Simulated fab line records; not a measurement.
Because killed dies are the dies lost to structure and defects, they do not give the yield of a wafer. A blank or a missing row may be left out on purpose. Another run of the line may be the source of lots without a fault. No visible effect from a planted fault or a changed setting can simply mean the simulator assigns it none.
What tool caused it?	flow sfq_line	Sampling: 15 lots, 44 wafers, 4 of 325 route steps

== WHAT THE GAUGES READ, wafer by wafer ==
SFQ_I3_OVL_MEAS_923.
lot	measured	on	I3_OVL (nm)
L185	day 40 23:38	overlay-02	-1 1 -4
L186	day 41 18:24	overlay-01	-5 -7 -2
L187	day 42 17:13	overlay-02	-5 1 3
L188	day 43 12:24	overlay-02	-8 -8 -6
L189	day 43 19:36	overlay-02	4 4 2
L191	day 45 09:03	overlay-02	1 -4 3
L192	day 45 18:53	overlay-01	1 0 2
L193	day 46 05:40	overlay-02	-9 -7 -10
L194	day 46 09:17	overlay-01	6 0 -2
L195	day 46 17:40	overlay-01	-4 -1 -4
L196	day 47 09:24	overlay-01	0 -5 5
L203	day 49 09:31	overlay-01	-9 -1
L204	day 49 23:56	overlay-01	2 9 6
L206	day 50 21:32	overlay-02	3 -3 -6
L207	day 50 22:43	overlay-01	7 -11 -1

SFQ_M4_RS_MEAS_924: uses a four-point probe to measure.
lot	measured	on	M4_NB_RS (ohm/sq)
L185	day 41 00:43	film_metro-03	0.875 0.866 0.903
L186	day 41 19:29	film_metro-03	0.895 0.895 0.890
L187	day 42 18:19	film_metro-04	0.876 0.881 0.910
L188	day 43 13:29	film_metro-03	0.895 0.905 0.910
L189	day 43 20:54	film_metro-02	0.885 0.879 0.909
L191	day 45 10:09	film_metro-04	0.895 0.882 0.876
L192	day 45 19:58	film_metro-02	0.901 0.890 0.893
L193	day 46 06:45	film_metro-02	0.914 0.919 0.886
L194	day 46 10:22	film_metro-02	0.881 0.892 0.875
L195	day 46 18:45	film_metro-03	0.894 0.916 0.890
L196	day 47 10:30	film_metro-02	0.930 0.912 0.900
L203	day 49 10:36	film_metro-04	0.884 0.875
L204	day 50 01:02	film_metro-04	0.877 0.883 0.900
L206	day 50 22:37	film_metro-04	0.922 0.893 0.918
L207	day 50 23:48	film_metro-02	0.886 0.890 0.880

== EACH LOT AND THE TOOL THAT RAN IT (in order: tool; ch and the chambers of the sampled wafers; start) ==
lot	SFQ_TRILAYER_I2_VIA_STRIP_STRIP_071	SFQ_TRILAYER_I3_VIA_BARC_OPEN_VIA_ETCH_121
L185	rie_metal-01 ch 0,1, day 29 05:46	rie_diel-04 ch 1,2,3, day 40 23:40
L186	rie_metal-01 ch 0,1, day 30 03:22	rie_diel-03 ch 1,2,3, day 41 18:26
L187	rie_metal-02 ch 0,1, day 30 19:07	rie_diel-03 ch 0,2,3, day 42 17:14
L188	rie_metal-02 ch 0,1, day 31 05:51	rie_diel-04 ch 0,2,3, day 43 12:26
L189	rie_metal-01 ch 0,1, day 31 08:15	rie_diel-01 ch 0,2, day 43 19:38
L191	rie_metal-02 ch 0,1, day 32 16:39	rie_diel-04 ch 0,2,3, day 45 09:05
L192	rie_metal-02 ch 1, day 33 03:27	rie_diel-04 ch 0,2, day 45 18:55
L193	rie_metal-03 ch 0,1, day 33 19:03	rie_diel-01 ch 0,3, day 46 05:43
L194	rie_metal-03 ch 0,1, day 33 22:39	rie_diel-04 ch 2,3, day 46 09:19
L195	rie_metal-02 ch 0,1, day 34 17:58	rie_diel-03 ch 1,2, day 46 17:43
L196	rie_metal-03 ch 0,1, day 35 07:10	rie_diel-03 ch 0,1,3, day 47 09:26
L203	rie_metal-01 ch 0,1, day 37 07:26	rie_diel-03 ch 0,2, day 49 09:34
L204	rie_metal-01 ch 0,1, day 37 16:35	rie_diel-03 ch 0,2,3, day 49 23:58
L206	rie_metal-01 ch 1, day 37 23:59	rie_diel-03 ch 0,3, day 50 21:34
L207	rie_metal-02 ch 0,1, day 38 00:59	rie_diel-04 ch 1,2,3, day 50 22:46
- SFQ_TRILAYER_I2_VIA_STRIP_STRIP_071: strips in O2.
- SFQ_TRILAYER_I3_VIA_BARC_OPEN_VIA_ETCH_121: etches BARC in O2, target depth 125 nm, time 41.7 s.

== WHAT THE TOOLS THEMSELVES READ (means of the sampled wafers that have a number; where no wafer has one, the mark that the record gives instead) ==
SFQ_TRILAYER_I2_VIA_STRIP_STRIP_071.
lot	tool	drypump_motor_current_A (A)	oes_product_au (a.u.)
L185	rie_metal-01	5.4	1.001
L186	rie_metal-01	5.2	1.000
L187	rie_metal-02	6.2	1.002
L188	rie_metal-02	6.0	0.991
L189	rie_metal-01	5.2	0.999
L191	rie_metal-02	6.1	0.995
L192	rie_metal-02	5.9	0.999
L193	rie_metal-03	5.6	0.996
L194	rie_metal-03	6.0	1.009
L195	rie_metal-02	6.2	0.988
L196	rie_metal-03	5.6	0.995
L203	rie_metal-01	5.3	0.994
L204	rie_metal-01	5.4	1.011
L206	rie_metal-01	5.6	1.005
L207	rie_metal-02	6.0	1.003

SFQ_TRILAYER_I3_VIA_BARC_OPEN_VIA_ETCH_121.
lot	tool	drypump_motor_current_A (A)	oes_product_au (a.u.)	run_length_s (s)
L185	rie_diel-04	5.8	0.688	70.2
L186	rie_diel-03	5.5	0.682	69.6
L187	rie_diel-03	5.6	0.686	70.6
L188	rie_diel-04	5.6	0.685	69.9
L189	rie_diel-01	5.2	0.684	69.8
L191	rie_diel-04	5.6	0.683	69.9
L192	rie_diel-04	5.3	0.692	70.4
L193	rie_diel-01	5.5	0.687	70.2
L194	rie_diel-04	6.0	0.687	69.9
L195	rie_diel-03	5.8	0.682	69.5
L196	rie_diel-03	5.7	0.684	70.0
L203	rie_diel-03	6.0	0.657	75.0
L204	rie_diel-03	5.6	0.647	76.2
L206	rie_diel-03	5.4	0.669	73.4
L207	rie_diel-04	5.8	0.686	70.3

== THE ANSWER, worked out from the rows above alone ==
Rule: the lots themselves supply what counts as usual. The widest of any qualifying gaps counts: lots, ordered by their means at a reading, are off when they make up no more than a third of the lots, leave a main group of 4 or more, and stand apart from it by 3 or more times the standard deviation of that group's means. Not used: any main group whose means are identical at the precision the tables above print for the reading. A lot without any number at a reading at which 4 lots or more have one is off too. Where the step has rows for the other lots, those lots are counted as sound. The gauges are gone through in route order, then the tools' own readings, and for those a lot's mean is taken as printed above. At the first step where some lot is off, the reading lying furthest off is the one used; lots without a number count as furthest.
Off: L203, L204, L206 (SFQ_TRILAYER_I3_VIA_BARC_OPEN_VIA_ETCH_121, run_length_s). Mean 70.0 s and standard deviation 0.31 in the main group.
A tool fits if, at that step or a process step before it, it ran every lot that is off, and no sound lot after the first of them. Undecided on this evidence; 2 tools fit (rie_metal-01 at SFQ_TRILAYER_I2_VIA_STRIP_STRIP_071, rie_diel-03 at SFQ_TRILAYER_I3_VIA_BARC_OPEN_VIA_ETCH_121).

== WHAT HAD BEEN PUT IN BY THE SIMULATOR ==
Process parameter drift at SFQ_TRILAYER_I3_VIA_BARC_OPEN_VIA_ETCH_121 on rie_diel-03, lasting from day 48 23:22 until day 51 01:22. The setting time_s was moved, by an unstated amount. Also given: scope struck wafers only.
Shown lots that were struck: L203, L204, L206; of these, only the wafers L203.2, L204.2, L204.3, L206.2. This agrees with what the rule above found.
